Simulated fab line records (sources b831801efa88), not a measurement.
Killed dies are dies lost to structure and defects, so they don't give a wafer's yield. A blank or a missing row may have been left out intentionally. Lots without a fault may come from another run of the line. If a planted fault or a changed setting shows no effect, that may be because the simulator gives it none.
fab line records	flow gf180mcu
record: lots: 12	wafers: 36	last-day: 34
route steps=602 shown VT_IMPLANT@99 PSD@255 SAB@264 V1@336
lots untouched by any fault: they come from a run of this same line in which no faults occurred
start-h: hours from the record's opening day to when the first of the lot's shown wafers began	wait-h: hours from the lot's prior step to this one	" repeats the value in the row above	L1.1+2: several wafers, shown together as one row	- no value, or no start was given	* or withheld: withheld	< > ~ a bound
route shown NAME@n: a module of which the file shows steps, and the number in the route of the first	usual: mean/standard deviation taken from wafers without a fault	same: alike in all rows	chamber/n: place in a boat	sites: each site's reading	_std_site: the values' standard deviation	_edge_site: the outer-site mean with the inner-site mean subtracted	radius-mm: for every site, how far away it sits from the centre of the wafer	mask NAME#n: copy n	behind: the tool/chamber that last shaped the wafer	hold: why the lot went on hold/how many hours it stayed there/how the hold came to an end	device: whichever transistor did not switch (one of n, p or np)	end of line: at the end of the route, the tests of the same wafers	a step with no rows: only its recipe	killed: dies lost to structure and defects at the first sort, not the wafer's yield	map: per-die view of a wafer (x killed, . not killed, _ where there is no die)
set.NAME: the setting that was run; set.NAME@STEP: the one run at that earlier step	model.NAME: the simulator's own value behind a step, which no gauge read
a sample of lots followed through the steps of the route, with each step as a table and each wafer as a row
services: a tool's chamber out of use, with start hour (start-h, from the record's first day; less than 0 if before it), hours out, and reason
== steps ==
step: GF_VT_IMPLANT_STRIP_09
recipe: chemistry: O2/N2	power-w: 1400	pressure-mtorr: 1500	platen-temp-c: 250	o2-flow-sccm: 3000	n2-flow-sccm: 300	overash-fraction: 0.5
usual: drypump-motor-current-A: 5.7/0.39	heater-power-w: 353/26	oes-product-au: 0.716/0.0046	platen-temp-c: 250.00/0.17	strip-time-to-endpoint-s: 12.801/0.022
lot.wafer	tool	chamber	start-h	wait-h	drypump-motor-current-A	heater-power-w	oes-product-au	platen-temp-c	rf-hours-counter-h	strip-time-to-endpoint-s
L367.1	plasma-asher-03	0	126.88	0.1	6.1	377	0.725	250.04	50	12.791
L367.3	"	0	"	"	6.1	375	0.718	249.73	-	12.803
L367.5	"	1	"	"	5.5	336	0.722	249.89	-	12.756
L368.2	plasma-asher-01	0	132.38	0.1	5.1	405	0.716	249.95	46	12.827
L368.3	"	0	"	"	5.1	391	0.714	249.85	-	12.802
L368.5	"	0	"	"	5.1	403	0.708	250.09	-	12.815
L369.1	plasma-asher-02	0	136.44	0.1	6.2	332	0.717	249.95	2	12.799
L369.3	"	0	"	"	6.2	355	0.718	250.07	-	12.772
L369.5	"	1	"	"	5.2	321	0.716	249.95	-	12.787
L370.1	plasma-asher-02	1	144.33	0.1	5.2	317	0.724	250.23	3	12.834
L370.2	"	0	"	"	6.2	339	0.715	250.11	3	12.829
L370.3	"	0	"	"	6.2	341	0.714	249.99	-	12.813
L372.1	plasma-asher-03	1	154.18	0.1	5.5	345	0.719	249.93	53	12.785
L372.3	"	0	"	"	6.1	379	0.716	249.89	-	12.818
L372.5	"	0	"	"	6.1	375	0.720	249.90	-	12.794
L374.3	plasma-asher-01	1	166.57	0.1	5.7	333	0.720	249.77	-	12.785
L374.4	"	0	"	"	5.1	401	0.723	249.99	-	12.801
L374.6	"	0	"	"	5.1	395	0.718	250.26	-	12.772
L375.1	plasma-asher-03	0	175.78	0.1	6.1	364	0.714	249.85	56	12.795
L375.4	"	1	"	"	5.5	339	0.715	250.01	-	12.790
L375.5	"	0	"	"	6.1	377	0.709	250.05	-	12.776
L383.1	plasma-asher-03	0	222.53	0.1	6.1	370	0.716	250.13	61	12.813
L383.3	"	0	"	"	6.1	385	0.715	250.33	-	12.815
L383.6	"	0	"	"	6.1	370	0.708	250.03	-	12.818
L384.1	plasma-asher-01	0	229.77	0.1	5.1	397	0.713	250.09	56	12.837
L384.2	"	1	"	"	5.7	335	0.719	250.12	56	12.817
L384.5	"	0	"	"	5.1	394	0.715	249.95	-	12.832
L386.1	plasma-asher-02	0	242.84	0.1	6.2	349	0.721	249.87	14	12.773
L386.5	"	1	"	"	5.2	324	0.722	250.06	-	12.783
L386.6	"	0	"	"	6.2	347	0.711	249.94	-	12.815
L387.3	plasma-asher-03	1	251.11	0.1	5.5	345	0.715	249.71	-	12.790
L387.5	"	0	"	"	6.1	376	0.720	249.74	-	12.832
L387.6	"	1	"	"	5.5	336	0.706	249.87	-	12.767
L388.2	plasma-asher-01	0	252.58	0.1	5.1	406	0.717	249.77	59	12.767
L388.4	"	1	"	"	5.7	337	0.715	249.87	-	12.806
L388.5	"	0	"	"	5.2	403	0.713	250.24	-	12.827
step: GF_PSD_CD_MEAS_07
recipe: target-cd-nm: 400
usual: cd-nm: 399.5/2.2
lot.wafer	tool	chamber	start-h	wait-h	cd-nm
L367.1	cd-sem-01	-	341.48	0.1	399.4
L367.3	"	-	"	"	395.7
L367.5	"	-	"	"	397.1
L368.2	cd-sem-02	-	348.26	0.1	401.3
L368.3	"	-	"	"	400.1
L368.5	"	-	"	"	401.0
L369.1	cd-sem-01	-	353.04	0.1	398.2
L369.3	"	-	"	"	398.7
L369.5	"	-	"	"	398.5
L370.1	cd-sem-01	-	361.29	0.1	400.8
L370.2	"	-	"	"	401.0
L370.3	"	-	"	"	401.5
L372.1	cd-sem-01	-	378.99	0.1	399.3
L372.3	"	-	"	"	401.8
L372.5	"	-	"	"	400.6
L374.3	cd-sem-02	-	397.23	0.1	400.3
L374.4	"	-	"	"	398.9
L374.6	"	-	"	"	400.1
L375.1	cd-sem-01	-	405.58	0.1	396.0
L375.4	"	-	"	"	396.0
L375.5	"	-	"	"	398.7
L383.1	cd-sem-01	-	469.04	0.1	402.0
L383.3	"	-	"	"	402.6
L383.6	"	-	"	"	402.5
L384.1	cd-sem-02	-	483.14	0.1	397.5
L384.2	"	-	"	"	395.9
L384.5	"	-	"	"	396.7
L386.1	cd-sem-01	-	502.93	0.1	402.9
L386.5	"	-	"	"	403.3
L386.6	"	-	"	"	403.5
L387.3	cd-sem-01	-	505.72	0.1	401.4
L387.5	"	-	"	"	397.5
L387.6	"	-	"	"	397.2
L388.2	cd-sem-02	-	510.81	0.1	396.2
L388.4	"	-	"	"	394.4
L388.5	"	-	"	"	395.0
step: GF_SAB_CVD_00
recipe: material: SiO2	target-thk-nm: 50	precursor: TEOS	temp-c: 400	time-s: 4.9302	rf-w: 600
usual: heater-power-w: 682/83	rf-fwd-power-W: 588.4/2.2
lot.wafer	tool	chamber	start-h	wait-h	heater-power-w	rf-fwd-power-W	since-wet-clean-h
L367.1	pecvd-01	1	342.33	0.1	639	593.6	584
L367.3	"	0	"	"	680	590.6	584
L367.5	"	2	"	"	695	589.2	-
L368.2	pecvd-01	2	349.08	0.1	735	588.0	591
L368.3	"	0	"	"	798	590.4	591
L368.5	"	2	"	"	735	585.9	-
L369.1	pecvd-01	0	353.88	0.1	804	588.1	596
L369.3	"	2	"	"	680	587.5	596
L369.5	"	0	"	"	807	587.4	-
L370.1	pecvd-02	1	362.13	0.1	726	583.0	188
L370.2	"	0	"	"	613	590.1	188
L370.3	"	2	"	"	715	585.6	188
L372.1	pecvd-02	2	379.83	0.1	618	586.1	205
L372.3	"	0	"	"	643	585.1	205
L372.5	"	2	"	"	655	586.9	-
L374.3	pecvd-01	0	398.03	0.1	749	589.1	640
L374.4	"	1	"	"	548	589.4	-
L374.6	"	2	"	"	694	590.1	-
L375.1	pecvd-04	2	406.42	0.1	645	589.3	440
L375.4	"	0	"	"	605	585.8	-
L375.5	"	2	"	"	650	588.9	-
L383.1	pecvd-04	2	469.88	0.1	744	585.4	504
L383.3	"	0	"	"	609	586.6	504
L383.6	"	2	"	"	754	586.7	-
L384.1	pecvd-04	0	483.97	0.1	590	591.3	518
L384.2	"	2	"	"	765	587.2	518
L384.5	"	1	"	"	632	590.7	-
L386.1	pecvd-01	0	503.77	0.1	714	588.5	746
L386.5	"	2	"	"	666	584.6	-
L386.6	"	0	"	"	725	589.2	-
L387.3	pecvd-04	0	506.52	0.1	523	586.4	540
L387.5	"	2	"	"	733	586.9	-
L387.6	"	1	"	"	578	590.8	-
L388.2	pecvd-01	0	511.69	0.1	658	589.1	754
L388.4	"	0	"	"	686	591.0	-
L388.5	"	2	"	"	798	586.6	-
step: GF_SAB_THK_MEAS_01
recipe: reads: SiO2_of_SAB_CVD_00
usual: SAB_CVD_00_THK: 49.9/0.64
lot.wafer	tool	chamber	start-h	wait-h	hold	SAB_CVD_00_THK[nm]
L367.1	film-metro-01	-	342.35	0.0	-	48.9
L367.3	"	-	"	"	-	49.3
L367.5	"	-	"	"	-	50.8
L368.2	film-metro-03	-	349.11	0.0	-	49.8
L368.3	"	-	"	"	-	49.6
L368.5	"	-	"	"	-	51.1
L369.1	film-metro-03	-	353.90	0.0	-	49.1
L369.3	"	-	"	"	-	49.9
L369.5	"	-	"	"	-	50.4
L370.1	film-metro-01	-	362.15	0.0	-	48.4
L370.2	"	-	"	"	-	49.2
L370.3	"	-	"	"	-	48.0
L372.1	film-metro-03	-	379.85	0.0	-	48.4
L372.3	"	-	"	"	-	50.3
L372.5	"	-	"	"	-	49.0
L374.3	film-metro-03	-	398.07	0.0	await-dispo/0.2h/release	64.8
L374.4	"	-	"	"	await-dispo/0.2h/release	50.3
L374.6	"	-	"	"	await-dispo/0.2h/release	50.6
L374.3	film-metro-03	-	398.31	0.2	-	64.8
L374.4	"	-	"	"	-	50.3
L374.6	"	-	"	"	-	50.6
L375.1	film-metro-01	-	406.44	0.0	-	49.2
L375.4	"	-	"	"	-	49.9
L375.5	"	-	"	"	-	50.3
L383.1	film-metro-02	-	469.90	0.0	-	49.2
L383.3	"	-	"	"	-	49.0
L383.6	"	-	"	"	-	49.6
L384.1	film-metro-03	-	483.99	0.0	-	49.5
L384.2	"	-	"	"	-	49.6
L384.5	"	-	"	"	-	51.3
L386.1	film-metro-01	-	503.79	0.0	-	49.7
L386.5	"	-	"	"	-	49.9
L386.6	"	-	"	"	-	50.5
L387.3	film-metro-03	-	506.56	0.0	-	49.1
L387.5	"	-	"	"	-	50.0
L387.6	"	-	"	"	-	50.6
L388.2	film-metro-02	-	511.71	0.0	-	49.3
L388.4	"	-	"	"	-	50.0
L388.5	"	-	"	"	-	50.1
step: GF_V1_THK_MEAS_01
recipe: reads: SiO2_of_V1_CVD_00
usual: V1_CVD_00_THK: 626/6.6
lot.wafer	tool	chamber	start-h	wait-h	V1_CVD_00_THK[nm]
L367.1	film-metro-03	-	414.53	0.0	632
L367.3	"	-	"	"	623
L367.5	"	-	"	"	638
L368.2	film-metro-02	-	420.83	0.0	630
L368.3	"	-	"	"	637
L368.5	"	-	"	"	628
L369.1	film-metro-01	-	427.38	0.0	619
L369.3	"	-	"	"	621
L369.5	"	-	"	"	619
L370.1	film-metro-01	-	435.74	0.0	622
L370.2	"	-	"	"	639
L370.3	"	-	"	"	621
L372.1	film-metro-01	-	454.43	0.0	625
L372.3	"	-	"	"	632
L372.5	"	-	"	"	635
L374.3	film-metro-03	-	474.41	0.1	626
L374.4	"	-	"	"	629
L374.6	"	-	"	"	625
L375.1	film-metro-02	-	483.88	0.0	627
L375.4	"	-	"	"	628
L375.5	"	-	"	"	620
L383.1	film-metro-02	-	545.10	0.0	632
L383.3	"	-	"	"	630
L383.6	"	-	"	"	629
L384.1	film-metro-01	-	557.37	0.0	628
L384.2	"	-	"	"	616
L384.5	"	-	"	"	628
L386.1	film-metro-03	-	575.72	0.0	627
L386.5	"	-	"	"	625
L386.6	"	-	"	"	634
L387.3	film-metro-01	-	577.81	0.1	633
L387.5	"	-	"	"	636
L387.6	"	-	"	"	621
L388.2	film-metro-02	-	582.77	0.0	627
L388.4	"	-	"	"	631
L388.5	"	-	"	"	634
== services ==
tool	chamber	start-h	hours	kind
plasma-asher-02	-	108.75	9.0	pm
plasma-asher-02	-	114.79	4.6	repair
plasma-asher-02	-	124.48	2.1	repair
plasma-asher-01	-	137.54	15.6	pm
plasma-asher-03	-	192.46	4.5	repair
pecvd-04	-	206.95	14.6	pm
plasma-asher-01	-	230.66	0.5	repair
plasma-asher-02	-	238.25	0.7	repair
plasma-asher-01	-	244.93	3.0	repair
plasma-asher-01	-	264.39	1.0	repair
plasma-asher-02	-	307.55	3.5	repair
pecvd-04	-	326.60	5.5	pm
plasma-asher-03	-	329.96	28.1	pm
plasma-asher-03	-	368.41	4.2	repair
pecvd-01	-	369.65	5.5	pm
pecvd-04	-	382.47	17.7	repair
pecvd-04	-	400.13	6.0	pm
plasma-asher-02	-	401.51	0.4	repair
plasma-asher-01	-	421.25	9.0	pm
pecvd-01	0	465.63	1.9	repair
pecvd-01	-	469.76	0.7	repair
pecvd-01	-	483.25	1.0	repair
plasma-asher-03	-	484.62	2.8	pm
plasma-asher-02	-	509.19	0.5	repair
== key ==
first-sign: step: GF_SAB_THK_MEAS_01	reading: visit	direction: added
effect: step: GF_SAB_THK_MEAS_01	reading: SAB_CVD_00_THK	direction: up	sigmas: 23	usual: 49.9	struck: 64.8
met-at GF_SAB_CVD_00
struck-lots L374
struck-wafers L374.3
tester-left-out L374
not-acting-at GF_VT_IMPLANT_STRIP_09,GF_PSD_CD_MEAS_07,GF_V1_THK_MEAS_01
onset-between 353.88 398.03
fault: kind: process-parameter-drift	tool: pecvd-01	chamber: 0	onset-h: 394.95	steps: GF_SAB_CVD_00	channel: target-thk-nm	offset: 14.698	shape: step	end-h: 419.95	acts-in: these-recipes-only	stated: 50
tester-left-out: of these lots the tester's yield and bins aren't shown, on N5 and GAA mostly nor the transistor test; their killed dies are dies lost to structure and defects alone, not to doping, threshold or leakage, so they don't give the yield
